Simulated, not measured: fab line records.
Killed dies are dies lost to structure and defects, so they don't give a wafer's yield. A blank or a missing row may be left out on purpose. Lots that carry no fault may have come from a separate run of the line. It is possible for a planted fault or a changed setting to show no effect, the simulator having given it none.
A sampling plan put to the test :: flow sky130 :: one line in one fab, 17 faults in these records, each fault weighed on the records of the lots it struck
The line's own looks make up the plan; these are the steps of the route where a gauge or inspection reads the wafer and leaves it unchanged. A look is open to judgement when struck wafers have a number at it and the file gives its usual mean and standard deviation on fault-free wafers. Caught: at a look after the fault's first step, the mean of the struck wafers lies 4 or more of those standard deviations (sigma) from the usual mean. On the tool: here the same test is run on the tool's own readings at the fault's steps. Also counted as caught: the struck wafers showing another recipe, or a record that is empty for them alone.

## THE FAULTS, as the simulator had put them in
1. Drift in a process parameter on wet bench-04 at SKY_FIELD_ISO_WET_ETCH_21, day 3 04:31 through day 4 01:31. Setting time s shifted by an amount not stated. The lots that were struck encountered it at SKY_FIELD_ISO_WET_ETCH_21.
2. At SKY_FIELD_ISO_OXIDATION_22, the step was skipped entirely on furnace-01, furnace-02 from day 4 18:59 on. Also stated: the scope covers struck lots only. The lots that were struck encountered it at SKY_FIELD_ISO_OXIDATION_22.
3. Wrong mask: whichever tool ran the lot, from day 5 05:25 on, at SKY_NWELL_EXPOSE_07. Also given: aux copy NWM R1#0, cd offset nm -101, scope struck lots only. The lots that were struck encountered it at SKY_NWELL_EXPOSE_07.
4. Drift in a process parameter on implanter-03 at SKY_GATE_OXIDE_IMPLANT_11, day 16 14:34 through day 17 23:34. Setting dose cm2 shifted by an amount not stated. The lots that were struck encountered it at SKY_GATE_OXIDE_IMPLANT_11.
5. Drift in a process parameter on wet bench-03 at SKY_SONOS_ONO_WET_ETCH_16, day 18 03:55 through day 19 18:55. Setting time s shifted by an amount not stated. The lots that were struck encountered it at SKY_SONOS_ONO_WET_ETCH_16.
6. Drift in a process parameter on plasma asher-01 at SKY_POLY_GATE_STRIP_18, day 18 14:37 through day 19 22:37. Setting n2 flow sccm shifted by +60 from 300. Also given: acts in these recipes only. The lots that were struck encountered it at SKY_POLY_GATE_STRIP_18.
7. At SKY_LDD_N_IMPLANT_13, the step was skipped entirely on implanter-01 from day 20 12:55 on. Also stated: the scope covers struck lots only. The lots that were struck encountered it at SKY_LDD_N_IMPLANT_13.
8. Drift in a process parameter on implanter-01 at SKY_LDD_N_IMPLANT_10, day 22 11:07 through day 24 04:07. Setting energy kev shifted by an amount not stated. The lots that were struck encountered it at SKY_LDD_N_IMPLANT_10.
9. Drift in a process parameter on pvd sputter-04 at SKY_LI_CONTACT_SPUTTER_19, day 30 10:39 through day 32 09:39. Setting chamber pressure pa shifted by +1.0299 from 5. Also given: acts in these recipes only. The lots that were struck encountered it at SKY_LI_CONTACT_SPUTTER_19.
10. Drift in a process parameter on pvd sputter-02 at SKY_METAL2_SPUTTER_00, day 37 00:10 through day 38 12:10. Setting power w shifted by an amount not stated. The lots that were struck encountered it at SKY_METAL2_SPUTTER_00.
11. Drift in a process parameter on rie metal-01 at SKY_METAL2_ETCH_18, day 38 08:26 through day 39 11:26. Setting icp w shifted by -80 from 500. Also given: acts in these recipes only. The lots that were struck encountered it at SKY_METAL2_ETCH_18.
12. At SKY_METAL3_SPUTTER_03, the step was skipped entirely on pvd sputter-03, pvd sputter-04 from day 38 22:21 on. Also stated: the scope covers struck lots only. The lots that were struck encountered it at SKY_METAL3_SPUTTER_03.
13. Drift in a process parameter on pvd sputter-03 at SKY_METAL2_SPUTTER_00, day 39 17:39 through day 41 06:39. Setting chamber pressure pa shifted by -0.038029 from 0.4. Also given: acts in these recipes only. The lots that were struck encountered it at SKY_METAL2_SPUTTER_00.
14. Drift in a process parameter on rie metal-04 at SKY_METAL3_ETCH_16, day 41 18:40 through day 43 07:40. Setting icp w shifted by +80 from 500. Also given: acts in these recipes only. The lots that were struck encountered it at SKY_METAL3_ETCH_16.
15. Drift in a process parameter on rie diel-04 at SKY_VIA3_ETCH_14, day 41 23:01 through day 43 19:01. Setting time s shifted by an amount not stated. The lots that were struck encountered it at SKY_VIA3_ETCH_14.
16. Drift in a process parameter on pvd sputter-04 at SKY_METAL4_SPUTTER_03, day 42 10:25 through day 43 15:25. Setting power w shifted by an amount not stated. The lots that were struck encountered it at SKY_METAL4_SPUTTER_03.
17. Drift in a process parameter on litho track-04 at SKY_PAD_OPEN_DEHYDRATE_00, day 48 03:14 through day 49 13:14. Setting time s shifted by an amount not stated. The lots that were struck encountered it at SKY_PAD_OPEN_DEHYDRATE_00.

## WHAT THE PLAN SAW
fault: 1
on the tool itself: run length s +11 sigma
first look that catches it: not the one look that can be judged after it
reading, sigma: -
median hours from its first step to that look: -
hours from the fault's start to the first struck lot there: -
judged looks passed uncaught: 1

fault: 2
on the tool itself: the tool's record is blank for the struck wafers
first look that catches it: no look after it can be judged
reading, sigma: -
median hours from its first step to that look: -
hours from the fault's start to the first struck lot there: -
judged looks passed uncaught: 0

fault: 3
on the tool itself: under 2 sigma
first look that catches it: none of the 2 looks that can be judged after it
reading, sigma: -
median hours from its first step to that look: -
hours from the fault's start to the first struck lot there: -
judged looks passed uncaught: 2

fault: 4
on the tool itself: dose ions cm2 +41 sigma
first look that catches it: no look after it can be judged
reading, sigma: -
median hours from its first step to that look: -
hours from the fault's start to the first struck lot there: -
judged looks passed uncaught: 0

fault: 5
on the tool itself: run length s -50 sigma
first look that catches it: no look after it can be judged
reading, sigma: -
median hours from its first step to that look: -
hours from the fault's start to the first struck lot there: -
judged looks passed uncaught: 0

fault: 6
on the tool itself: n2 flow sccm +78 sigma
first look that catches it: not the one look that can be judged after it
reading, sigma: -
median hours from its first step to that look: -
hours from the fault's start to the first struck lot there: -
judged looks passed uncaught: 1

fault: 7
on the tool itself: the tool's record is blank for the struck wafers
first look that catches it: no look after it can be judged
reading, sigma: -
median hours from its first step to that look: -
hours from the fault's start to the first struck lot there: -
judged looks passed uncaught: 0

fault: 8
on the tool itself: beam energy keV +72 sigma
first look that catches it: not the one look that can be judged after it
reading, sigma: -
median hours from its first step to that look: -
hours from the fault's start to the first struck lot there: -
judged looks passed uncaught: 1

fault: 9
on the tool itself: chamber pressure pa +93 sigma
first look that catches it: no look after it can be judged
reading, sigma: -
median hours from its first step to that look: -
hours from the fault's start to the first struck lot there: -
judged looks passed uncaught: 0

fault: 10
on the tool itself: cathode dc power W +99 or beyond sigma
first look that catches it: no look after it can be judged
reading, sigma: -
median hours from its first step to that look: -
hours from the fault's start to the first struck lot there: -
judged looks passed uncaught: 0

fault: 11
on the tool itself: rf fwd power W -50 sigma
first look that catches it: no look after it can be judged
reading, sigma: -
median hours from its first step to that look: -
hours from the fault's start to the first struck lot there: -
judged looks passed uncaught: 0

fault: 12
on the tool itself: the tool's record is blank for the struck wafers
first look that catches it: not the one look that can be judged after it
reading, sigma: -
median hours from its first step to that look: -
hours from the fault's start to the first struck lot there: -
judged looks passed uncaught: 1

fault: 13
on the tool itself: chamber pressure pa -53 sigma
first look that catches it: not the one look that can be judged after it
reading, sigma: -
median hours from its first step to that look: -
hours from the fault's start to the first struck lot there: -
judged looks passed uncaught: 1

fault: 14
on the tool itself: rf fwd power W +46 sigma
first look that catches it: no look after it can be judged
reading, sigma: -
median hours from its first step to that look: -
hours from the fault's start to the first struck lot there: -
judged looks passed uncaught: 0

fault: 15
on the tool itself: oes product au +17 sigma
first look that catches it: no look after it can be judged
reading, sigma: -
median hours from its first step to that look: -
hours from the fault's start to the first struck lot there: -
judged looks passed uncaught: 0

fault: 16
on the tool itself: cathode dc power W -99 or beyond sigma
first look that catches it: not the one look that can be judged after it
reading, sigma: -
median hours from its first step to that look: -
hours from the fault's start to the first struck lot there: -
judged looks passed uncaught: 1

fault: 17
on the tool itself: run length s +46 sigma
first look that catches it: no look after it can be judged
reading, sigma: -
median hours from its first step to that look: -
hours from the fault's start to the first struck lot there: -
judged looks passed uncaught: 0
Dash: fault not caught, or number not given in these records.

Caught at a look: 0 of 17. Caught on the tool: 16 of 17. By one or the other: 16 of 17.
Faults 1, 2, 4, 5, 6, 7, 8, 9, 10, 11, 12, 13, 14, 15, 16, 17 were caught on the tool alone.
Caught by neither: fault 3.
